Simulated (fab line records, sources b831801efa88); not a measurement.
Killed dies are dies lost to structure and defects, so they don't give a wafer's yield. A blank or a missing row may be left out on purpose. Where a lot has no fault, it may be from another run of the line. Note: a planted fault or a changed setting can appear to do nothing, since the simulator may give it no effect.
Which tool is to blame? | flow sky130 | 39 wafers from 13 lots sampled at 4 of the route's 708 steps

## WHAT THE GAUGES READ, wafer by wafer
SKY_METAL5_RS_MEAS_05: the measuring method here is four-point-probe.
lot  | measured     | on           | METAL5_ALCU_RS (ohm/sq)
L540 | day 42 12:50 | filmMetro-03 | 0.0290 0.0289 0.0289
L542 | day 43 06:20 | filmMetro-02 | 0.0279 0.0278 0.0281
L543 | day 43 09:44 | filmMetro-04 | 0.0273 0.0276 0.0276
L544 | day 43 18:12 | filmMetro-04 | 0.0279 0.0277 0.0279
L545 | day 44 13:27 | filmMetro-02 | 0.0280 0.0281 0.0279
L548 | day 45 09:36 | filmMetro-02 | 0.0278 0.0276 0.0275
L551 | day 46 06:06 | filmMetro-03 | 0.0285 0.0281 0.0284
L550 | day 46 08:51 | filmMetro-04 | 0.0284 0.0281 0.0283
L553 | day 46 14:40 | filmMetro-04 | 0.0277 0.0276 0.0276
L552 | day 46 15:37 | filmMetro-04 | 0.0278 0.0280 0.0279
L560 | day 48 01:23 | filmMetro-04 | 0.0281 0.0281 0.0279
L561 | day 48 04:37 | filmMetro-02 | 0.0285 0.0283 0.0283
L562 | day 48 07:13 | filmMetro-02 | 0.0278 0.0287 0.0282

## WHAT TOOL EACH LOT RAN ON (gives the tool, then ch and the chambers of the sampled wafers, and finally the start)
lot  | SKY_LDD_P_STRIP_10                  | SKY_METAL4_SPUTTER_01       | SKY_CAP2M_CVD_00
L540 | plasmaAsher-01 ch 0,1, day 18 14:37 | pvdSputter-04, day 39 08:56 | pecvd-01 ch 0,1,2, day 39 09:04
L542 | plasmaAsher-02 ch 0,1, day 19 13:54 | pvdSputter-04, day 40 04:10 | pecvd-01 ch 0,1, day 40 04:18
L543 | plasmaAsher-02 ch 0,1, day 19 16:13 | pvdSputter-02, day 40 07:07 | pecvd-02 ch 0,1, day 40 07:15
L544 | plasmaAsher-01 ch 0,1, day 20 08:52 | pvdSputter-04, day 40 16:58 | pecvd-01 ch 0,2, day 40 17:05
L545 | plasmaAsher-03 ch 0,1, day 21 05:40 | pvdSputter-04, day 41 12:31 | pecvd-03 ch 0,1,2, day 41 12:38
L548 | plasmaAsher-03 ch 0,1, day 22 11:59 | pvdSputter-02, day 42 10:01 | pecvd-01 ch 0,1,2, day 42 10:10
L551 | plasmaAsher-02 ch 0,1, day 23 16:24 | pvdSputter-04, day 43 08:05 | pecvd-02 ch 0,1,2, day 43 08:13
L550 | plasmaAsher-02 ch 0,1, day 23 18:07 | pvdSputter-01, day 43 11:19 | pecvd-03 ch 0,1, day 43 11:26
L553 | plasmaAsher-02 ch 0,1, day 24 08:36 | pvdSputter-02, day 43 19:23 | pecvd-02 ch 2, day 43 19:31
L552 | plasmaAsher-02 ch 0,1, day 24 11:19 | pvdSputter-01, day 43 20:02 | pecvd-03 ch 0,1,2, day 43 20:10
L560 | plasmaAsher-01 ch 0,1, day 26 08:35 | pvdSputter-02, day 45 09:12 | pecvd-01 ch 1,2, day 45 09:20
L561 | plasmaAsher-03 ch 0,1, day 26 14:41 | pvdSputter-02, day 45 12:48 | pecvd-01 ch 0,1, day 45 12:56
L562 | plasmaAsher-01 ch 0,1, day 26 17:16 | pvdSputter-02, day 45 15:16 | pecvd-03 ch 0,1,2, day 45 15:24
- SKY_LDD_P_STRIP_10: strips in O2/N2.
- SKY_METAL4_SPUTTER_01: material TiN, target thk 20 nm, time 16.7 s.
- SKY_CAP2M_CVD_00: deposits SiO2, target thk 15.5 nm.

## WHAT THE TOOLS THEMSELVES READ (means of the sampled wafers that have a number; where no wafer has one, the mark that the record gives instead)
SKY_LDD_P_STRIP_10.
lot  | tool           | drypumpMotorCurrentA (A) | oesProductAu (a.u.) | stripTimeToEndpointS (s)
L540 | plasmaAsher-01 | 6.13                     | 0.714               | 14.14
L542 | plasmaAsher-02 | 5.70                     | 0.721               | 14.20
L543 | plasmaAsher-02 | 5.79                     | 0.712               | 14.19
L544 | plasmaAsher-01 | 6.12                     | 0.716               | 14.21
L545 | plasmaAsher-03 | 6.24                     | 0.713               | 14.21
L548 | plasmaAsher-03 | 6.25                     | 0.717               | 14.17
L551 | plasmaAsher-02 | 5.79                     | 0.717               | 14.24
L550 | plasmaAsher-02 | 5.66                     | 0.713               | 14.19
L553 | plasmaAsher-02 | 5.80                     | 0.716               | 14.14
L552 | plasmaAsher-02 | 5.72                     | 0.714               | 14.14
L560 | plasmaAsher-01 | 6.12                     | 0.717               | 14.13
L561 | plasmaAsher-03 | 6.24                     | 0.718               | 14.20
L562 | plasmaAsher-01 | 6.10                     | 0.715               | 14.14

SKY_METAL4_SPUTTER_01.
lot  | tool          | throttleValvePct (%)
L540 | pvdSputter-04 | 29.4
L542 | pvdSputter-04 | 29.4
L543 | pvdSputter-02 | 30.2
L544 | pvdSputter-04 | 29.3
L545 | pvdSputter-04 | 29.3
L548 | pvdSputter-02 | 30.2
L551 | pvdSputter-04 | 30.0
L550 | pvdSputter-01 | 29.2
L553 | pvdSputter-02 | 30.7
L552 | pvdSputter-01 | 29.9
L560 | pvdSputter-02 | 29.7
L561 | pvdSputter-02 | 30.3
L562 | pvdSputter-02 | 30.0

SKY_CAP2M_CVD_00.
lot  | tool     | heaterPowerW (W)
L540 | pecvd-01 | 705
L542 | pecvd-01 | 854
L543 | pecvd-02 | 689
L544 | pecvd-01 | 593
L545 | pecvd-03 | 749
L548 | pecvd-01 | 669
L551 | pecvd-02 | 763
L550 | pecvd-03 | 725
L553 | pecvd-02 | 681
L552 | pecvd-03 | 726
L560 | pecvd-01 | 870
L561 | pecvd-01 | 728
L562 | pecvd-03 | 737

## THE ANSWER, worked out from the rows above alone
Rule: usual is defined by the lots themselves. The widest of any qualifying gaps counts: lots, ordered by their means at a reading, are off when they make up no more than a third of the lots, leave a main group of 4 or more, and stand apart from it by 3 or more times the standard deviation of that group's means. Not used: any main group whose means are identical at the precision the tables above print for the reading. A lot without any number at a reading at which 4 lots or more have one is off too. The other lots that the step has rows for count as sound. First the gauges in route order, then the tools' own readings, where a lot's mean is used as printed above. The first step at which some lot is off is used, and at that step the reading that is off furthest; a lot without a number counts as furthest.
No lot is off on any of the readings shown, so nothing can be concluded from this.

## WHAT WAS PUT IN BY THE SIMULATOR
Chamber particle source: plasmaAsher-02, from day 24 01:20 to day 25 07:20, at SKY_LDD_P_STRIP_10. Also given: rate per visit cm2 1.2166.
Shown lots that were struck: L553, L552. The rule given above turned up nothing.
